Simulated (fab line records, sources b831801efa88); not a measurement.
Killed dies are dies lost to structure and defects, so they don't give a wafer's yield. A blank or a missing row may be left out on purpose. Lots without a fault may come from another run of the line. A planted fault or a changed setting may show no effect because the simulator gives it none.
A struck lot beside a sound one | flow sky130 | 14 steps out of a route of 708
Sound: wafers L943.2, L943.3, L943.5. Struck: wafers L956.1, L956.2, L956.4. The cause comes at the end.
At each step with rows: each side's tool, then ch and its chambers, then its first start. Under that, the readings that differ: sound wafers | struck wafers | difference of the means | sigmas: that difference in standard deviations of wafers without a fault.
alike: readings whose means differ by less than 2 such deviations, and words and numbers that are the same on both sides. not compared: withheld readings, readings that some wafer has no value for, bounds like >300 that may hide the same value, and numbers for which the record gives no deviation and whose values overlap.
The two part at a step that has a row with sigmas, a row that says differs or no value, or rows on one side only. Numbers that don't overlap but have no deviation are shown without sigmas and don't part them. A reading that every wafer of one side lacks parts them only if that side has two wafers or more.

SKY_METAL2_SPUTTER_02: material AlCu, target thk 250 nm, time 13.3 s.
  sound on pvd_sputter-01, day 34 10:35; struck on pvd_sputter-02, day 38 16:54
  alike: cathode_dc_power_W, chamber_pressure_pa, throttle_valve_pct
SKY_METAL2_SPUTTER_03: material Ti, target thk 5 nm, time 3.3 s.
  sound on pvd_sputter-01, day 34 10:36; struck on pvd_sputter-02, day 38 16:56
  alike: cathode_dc_power_W, chamber_pressure_pa, throttle_valve_pct
SKY_METAL2_SPUTTER_04: material TiN, target thk 70 nm, time 58.3 s.
  sound on pvd_sputter-01, day 34 10:37; struck on pvd_sputter-02, day 38 16:56
  alike: cathode_dc_power_W, chamber_pressure_pa, throttle_valve_pct
SKY_METAL2_RS_MEAS_05: measures by four-point-probe.
  sound on film_metro-03, day 34 10:41; struck on film_metro-01, day 38 16:59
  alike: METAL2_ALCU_RS
SKY_METAL2_THK_MEAS_06: measures by xrf.
  sound on film_metro-03, day 34 10:48; struck on film_metro-01, day 38 17:07
  alike: METAL2_ALCU_THK
then, 7 steps without rows for these wafers: SKY_METAL2_DEHYDRATE_07 (time 60 s); SKY_METAL2_HMDS_08 (prime time 60 s); SKY_METAL2_COAT_09 (resist thk 60 nm); SKY_METAL2_COAT_10 (resist thk 450 nm); SKY_METAL2_SOFTBAKE_11 (time 90 s); SKY_METAL2_EXPOSE_12 (exposes mask MM2, target cd 140 nm); SKY_METAL2_PEB_13.
SKY_METAL2_DEVELOP_14: develop time 61.34 s.
  sound on litho_track-04 ch 0, day 35 11:00; struck on litho_track-04, day 39 17:00
  no value came back on the struck wafers for chill_plate_temp_C (C), develop_time_s (s); on the sound wafers chill_plate_temp_C (C) reads 22.98 23.06 22.99
  reading                                       | sound             | struck            | difference | sigmas
  model.KrF-thick_of_METAL2_COAT_10.thk_nm (nm) | 439.4 438.2 438.4 | 448.6 450.8 450.9 | +11.4      |
SKY_METAL2_CD_MEAS_15: target cd 140 nm.
  sound on cd_sem-01, day 35 12:07; struck on cd_sem-01, day 39 17:28
  reading    | sound             | struck | difference                    | sigmas
  cd_nm (nm) | 140.7 141.7 139.3 | - - -  | no value on the struck wafers |

WHERE THEY PART
First at SKY_METAL2_DEVELOP_14; last, within this record, at SKY_METAL2_CD_MEAS_15.

WHY: what the simulator had put in
Skipped step whole: litho_track-04, from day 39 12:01 on, at SKY_METAL2_DEVELOP_14. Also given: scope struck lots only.
